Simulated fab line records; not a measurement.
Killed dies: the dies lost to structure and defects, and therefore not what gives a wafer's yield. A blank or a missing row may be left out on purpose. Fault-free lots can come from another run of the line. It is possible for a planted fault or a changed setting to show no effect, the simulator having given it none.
Comparing a struck lot with a sound one    flow sky130    14 steps out of a route of 708
Sound: the wafers L148.1, L148.2, L148.6. Wafers L141.3, L141.5, L141.6 were the ones struck. At the end, the cause is stated.
Order at every step that has rows: each side's tool, ch and its chambers, its first start. Under that, the readings that differ: sound wafers    struck wafers    difference of the means    sigmas: that difference in standard deviations of wafers without a fault.
alike: a reading whose means differ by less than 2 such deviations, as well as words and numbers matching on both sides. not compared: withheld readings; readings where some wafer has no value; bounds like >300 that might hide an equal value; numbers whose values overlap and for which the record gives no deviation.
A row with sigmas, a row that says differs or no value, or rows on one side alone: a step with any of these is where the two part. Non-overlapping numbers with no deviation appear without sigmas and do not part them. Lack of a reading on every wafer of one side parts them only where that side has two or more wafers.

first, 3 steps without rows for these wafers: SKY_VT_ADJUST_LVTN_EXPOSE_15 (exposes mask HVN STD DERIVED, target cd 600 nm); SKY_VT_ADJUST_LVTN_PEB_16; SKY_VT_ADJUST_LVTN_DEVELOP_17 (develop time 60 s).
SKY_VT_ADJUST_LVTN_OVL_MEAS_18:
  sound on overlay-01 at day 12 18:23; struck on overlay-02 at day 11 03:41
  alike: VT_ADJUST_LVTN_01_OVL
following that, these wafers have no rows for 1 step: SKY_VT_ADJUST_LVTN_IMPLANT_19.
SKY_VT_ADJUST_LVTN_STRIP_20: strips in O2/N2.
  sound on plasmaAsher-01 ch 0,1, day 12 18:34; struck on plasmaAsher-01 ch 0,1, day 11 03:53
reading            sound              struck             difference  sigmas
n2FlowSccm (sccm)  299.9 300.9 301.6  298.6 299.1 299.7  -1.7        -2
  alike: drypumpMotorCurrentA, oesProductAu, stripTimeToEndpointS
  not compared: rfHoursCounterH
SKY_VT_ADJUST_LVTN_TW_MEAS_21:
  sound on filmMetro-02 at day 12 18:40; struck on filmMetro-02 at day 11 03:59
  alike: VT_ADJUST_LVTN_2_TW
then, 5 steps without rows for these wafers: SKY_VT_ADJUST_NCORE_DEHYDRATE_00 (time 60 s); SKY_VT_ADJUST_NCORE_HMDS_01 (prime time 60 s); SKY_VT_ADJUST_NCORE_COAT_02 (resist thk 1140 nm); SKY_VT_ADJUST_NCORE_SOFTBAKE_03 (time 60 s); SKY_VT_ADJUST_NCORE_EXPOSE_04 (exposes mask LVTN COMPLEMENT THIN, target cd 380 nm).
SKY_VT_ADJUST_NCORE_PEB_05:
  sound on lithoTrack-04 ch 0, day 13 20:02; struck on lithoTrack-03, day 12 03:10
reading         sound           struck  difference                     sigmas
exhaustPa (Pa)  45.4 45.1 46.0  - - -   no value on the struck wafers  
  not compared: chillPlateTempC
then, 1 step without rows for these wafers: SKY_VT_ADJUST_NCORE_DEVELOP_06 (develop time 60 s).

WHERE THEY PART
Earliest at SKY_VT_ADJUST_LVTN_STRIP_20; latest, in this record, at SKY_VT_ADJUST_NCORE_PEB_05.

WHY: what had been put in by the simulator
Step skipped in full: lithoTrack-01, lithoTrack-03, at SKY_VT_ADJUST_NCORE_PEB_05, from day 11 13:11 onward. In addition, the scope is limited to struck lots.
